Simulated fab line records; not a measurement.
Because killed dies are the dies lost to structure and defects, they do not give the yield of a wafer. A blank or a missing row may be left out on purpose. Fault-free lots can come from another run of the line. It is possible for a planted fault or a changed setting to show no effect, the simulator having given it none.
Struck lot and sound lot, side by side || flow sky130 || 15 out of 708 route steps
Sound: the wafers L507.1, L507.2, L507.4. Wafers L521.2, L521.4, L521.6 were the ones struck. The cause is named last.
For every step that has rows: the tool of each side, followed by ch and its chambers, followed by its first start. Under that, the readings that differ: sound wafers || struck wafers || difference of the means || sigmas: that difference in standard deviations of wafers without a fault.
alike: readings whose means differ by less than 2 such deviations, and words and numbers that are the same on both sides. not compared: withheld readings, readings that some wafer has no value for, bounds like >300 that may hide the same value, and numbers for which the record gives no deviation and whose values overlap.
The two part at a step that has a row with sigmas, a row that says differs or no value, or rows on one side only. When numbers do not overlap yet have no deviation, they are printed without sigmas and do not part them. A reading missing from all wafers of one side parts the sides only when that side holds two or more wafers.

first, 4 steps without rows for these wafers: SKY_RES_XHIGH_EXPOSE_04 (exposes mask URPM, target cd 1270 nm); SKY_RES_XHIGH_PEB_05; SKY_RES_XHIGH_DEVELOP_06 (develop time 60 s); SKY_RES_XHIGH_IMPLANT_07.
SKY_RES_XHIGH_STRIP_08: strips in O2/N2.
  sound on plasma asher-03 ch 0,1, day 29 12:47; struck on plasma asher-03 ch 0,1, day 33 03:32
  alike: chamber pressure mTorr, drypump motor current A, oes product au, strip time to endpoint s
  not compared: rf hours counter h
SKY_RES_XHIGH_TW_MEAS_09:
  sound on film metro-04, day 29 12:53; struck on film metro-02, day 33 03:39
  alike: RES_XHIGH_TW
then, 6 steps without rows for these wafers: SKY_SD_N_DEHYDRATE_00 (time 60 s); SKY_SD_N_HMDS_01 (prime time 60 s); SKY_SD_N_COAT_02 (resist thk 1140 nm); SKY_SD_N_SOFTBAKE_03 (time 60 s); SKY_SD_N_EXPOSE_04 (exposes mask NSDM, target cd 380 nm); SKY_SD_N_PEB_05.
SKY_SD_N_DEVELOP_06: develop time 60 s.
  sound on litho track-03 ch 0, day 30 15:32; struck on litho track-03 ch 0, day 34 05:31
{"reading": "developer temp C (C)", "sound": "23.01 23.09 23.09", "struck": "20.85 20.66 20.70", "difference": -2.33, "sigmas": -21}
  alike: exhaust pa
SKY_SD_N_CD_MEAS_07: the cd target is 380 nm.
  sound on cd sem-02, day 30 15:41; struck on cd sem-01, day 34 05:40
{"reading": "cd nm (nm)", "sound": "380.4 379.8 382.5", "struck": "386.7 386.5 387.6", "difference": "+6.0", "sigmas": "+3"}
SKY_SD_N_OVL_MEAS_08:
  sound on overlay-02, day 30 15:49; struck on overlay-02, day 34 05:46
  alike: SD_N_OVL

== WHERE THEY PART ==
Last at SKY_SD_N_CD_MEAS_07 as far as this record goes, first at SKY_SD_N_DEVELOP_06. Later steps at which nothing parts them and some readings are alike: SKY_SD_N_OVL_MEAS_08.

WHY: whatever the simulator had introduced
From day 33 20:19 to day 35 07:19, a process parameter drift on litho track-03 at SKY_SD_N_DEVELOP_06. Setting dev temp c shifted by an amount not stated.
